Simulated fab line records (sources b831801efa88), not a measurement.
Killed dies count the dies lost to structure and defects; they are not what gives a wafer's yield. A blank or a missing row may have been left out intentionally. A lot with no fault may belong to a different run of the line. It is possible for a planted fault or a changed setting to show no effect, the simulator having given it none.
Matching of chambers || flow gf180mcu || 4 sister chambers for GF_V4_CMP_26 on cmp-02
The step polishes, stops on SiO2, t overpolish 15 s, target thk 0 nm. 8 wafers are shown with their chamber, then 7 later ones without.

## WAFERS, EACH WITH ITS CHAMBER
{"wafer": "L997.5", "chamber": 3, "time to endpoint s (s)": 83, "motor current A (A)": 12.2}
{"wafer": "L101.3", "chamber": 3, "time to endpoint s (s)": 82, "motor current A (A)": 11.9}
{"wafer": "L101.4", "chamber": 1, "time to endpoint s (s)": 88, "motor current A (A)": 10.5}
{"wafer": "L102.3", "chamber": 2, "time to endpoint s (s)": 79, "motor current A (A)": 12.8}
{"wafer": "L102.5", "chamber": 1, "time to endpoint s (s)": 86, "motor current A (A)": 11.3}
{"wafer": "L102.6", "chamber": 0, "time to endpoint s (s)": 81, "motor current A (A)": 11.3}
{"wafer": "L106.2", "chamber": 0, "time to endpoint s (s)": 83, "motor current A (A)": 11.2}
{"wafer": "L106.4", "chamber": 2, "time to endpoint s (s)": 82, "motor current A (A)": 12.8}

## WAFERS WHOSE CHAMBER IS MISSING
{"wafer": "L106.6", "time to endpoint s (s)": 80, "motor current A (A)": 12.6}
{"wafer": "L110.1", "time to endpoint s (s)": 78, "motor current A (A)": 12.8}
{"wafer": "L110.2", "time to endpoint s (s)": 76, "motor current A (A)": 12.6}
{"wafer": "L110.6", "time to endpoint s (s)": 79, "motor current A (A)": 11.6}
{"wafer": "L116.3", "time to endpoint s (s)": 84, "motor current A (A)": 11.0}
{"wafer": "L116.4", "time to endpoint s (s)": 79, "motor current A (A)": 11.6}
{"wafer": "L116.6", "time to endpoint s (s)": 79, "motor current A (A)": 12.3}

## WHICH CHAMBER EACH WENT THROUGH
{"wafer": "L106.6", "from the rows above": "can't be placed: 2 or 3", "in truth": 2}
{"wafer": "L110.1", "from the rows above": 2, "in truth": 2}
{"wafer": "L110.2", "from the rows above": "can't be placed: 2 or 3", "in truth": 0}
{"wafer": "L110.6", "from the rows above": "can't be placed: 0 or 3 or 2", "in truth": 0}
{"wafer": "L116.3", "from the rows above": "can't be placed: 0 or 1", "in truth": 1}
{"wafer": "L116.4", "from the rows above": "can't be placed: 0 or 3 or 2", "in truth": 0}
{"wafer": "L116.6", "from the rows above": "can't be placed: 2 or 3", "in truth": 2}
Correctly placed: 1 of 7. Not placeable from these rows: 6 (in 5, the candidates include the true chamber). Wrongly placed: 0.
How it was worked out, from the rows above alone: a wafer's distance from a chamber is the root of the sum, over the readings, of the square of ((its reading less the chamber's mean) divided by the reading's scatter). If the next closest chamber is less than 2 further off than the closest, the wafer can't be placed; otherwise it belongs to the closest. The mean given for a chamber averages the wafers shown for that chamber. The scatter: take each reading less its chamber's mean, square it, sum over the shown wafers, divide by the number of wafers less the number of chambers, and take the root.
